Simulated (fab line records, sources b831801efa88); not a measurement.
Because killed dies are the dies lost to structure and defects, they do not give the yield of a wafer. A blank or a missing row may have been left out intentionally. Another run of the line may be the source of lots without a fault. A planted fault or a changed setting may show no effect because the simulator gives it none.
8D (eight disciplines) problem report, filled in by code -- flow sfq line -- the parts of the form that need people (team, actions taken, sign-off) are left out

== 1. WHAT WENT WRONG ==
Wafers without a fault read 148.1 s, standard deviation 0.45; run length s at SFQ_TRILAYER_M1_ETCH_METAL_ETCH_042 reads a mean of 164.2 s on 2 wafers belonging to 2 lots. Relative to the usual mean, that is a shift of +36 standard deviations.
The step: etches Nb in Cl2/Ar, stops on SiO2, target depth 240 nm, time 120 s.
Seen first at day 30 20:51 on rie metal-02, wafer L257.3. At this step, 42 wafers from 14 lots have a number in the record. The rule behind "out" and "out of limits": a value lying over 4 standard deviations away from the usual mean. All remaining wafers that have a number are taken as sound.

== 2. WHAT IT IS, AND WHAT IT ISN'T ==
question,is,is not
which readings at this step,"run length s, oes product au",drypump motor current A
which lots,"L257, L259","L243, L245, L246, L247, L248, L250, L251, L252, L253, L255, L256, L258"
which wafers of those lots,"L257.3, L259.2","L257.2, L257.6, L259.1, L259.5"
read on which tools,rie metal-02,"rie metal-03, rie metal-04"
when,from day 30 20:51,"up to then (35 sound wafers); but 5 sound wafers of L258, L259 came after"

== 3. THE SUSPECTS, EACH WITH WHAT RULES IT OUT ==
Counting: any tool at a process step up to the reading remains a suspect provided it ran every lot that is out. Sound lots after the first of them don't rule it out here, since some wafers of a struck lot are sound.
- rie metal-04 at SFQ_TRILAYER_I0_VIA_STRIP_STRIP_035 (strips in O2): kept. Every lot that is out went through it, the first being L257 (day 25 14:38); the last sound lot it ran before that was L256 (day 24 18:38).
- rie metal-02 at SFQ_TRILAYER_M1_ETCH_METAL_ETCH_042 (etches Nb in Cl2/Ar, stops on SiO2, target depth 240 nm, time 120 s): kept. Every lot that is out went through it, the first being L257 (day 30 20:51); the last sound lot it ran before that was L256 (day 30 08:34). Its own readings are out on those wafers: oes product au, run length s.
- Within rie metal-02 at SFQ_TRILAYER_M1_ETCH_METAL_ETCH_042, the wafers that are out were processed in chamber 1 and their sound lot-mates in chamber 0.
What counting leaves: rie metal-04 at SFQ_TRILAYER_I0_VIA_STRIP_STRIP_035 and rie metal-02 at SFQ_TRILAYER_M1_ETCH_METAL_ETCH_042.

== 4. THE CAUSE (what the simulator had put in) ==
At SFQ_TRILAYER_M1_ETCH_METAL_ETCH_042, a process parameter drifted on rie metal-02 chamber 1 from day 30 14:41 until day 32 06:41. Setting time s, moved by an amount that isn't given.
Counting leaves 2 suspects; this tool is one of them.

== 5. SEQUENCE OF EFFECTS, ordered by route ==
Each row: a reading whose mean over the struck wafers that have a number lies more than 3 standard deviations from the usual. Only readings whose record carries a usual standard deviation are examined. hours: median over the lots of the time between each lot's start at the first step of this table that gives one and its start at this step. sigmas: the change, counted in usual standard deviations.
hours,step,reading,usual,on struck wafers,change,sigmas
0,SFQ_TRILAYER_M1_ETCH_METAL_ETCH_042,oes product au,0.891 a.u.,0.831,-0.060,-8.4
0,SFQ_TRILAYER_M1_ETCH_METAL_ETCH_042,run length s,148.1 s,164.2,+16.1,+36
Process steps it contains:
- SFQ_TRILAYER_M1_ETCH_METAL_ETCH_042: etches Nb in Cl2/Ar, stops on SiO2, target depth 240 nm, time 120 s.

== 6. WHAT WOULD HAVE CAUGHT IT SOONER ==
In this record no reading fell out of limits until day 30 20:51, 6 hours after the fault had begun at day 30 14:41.
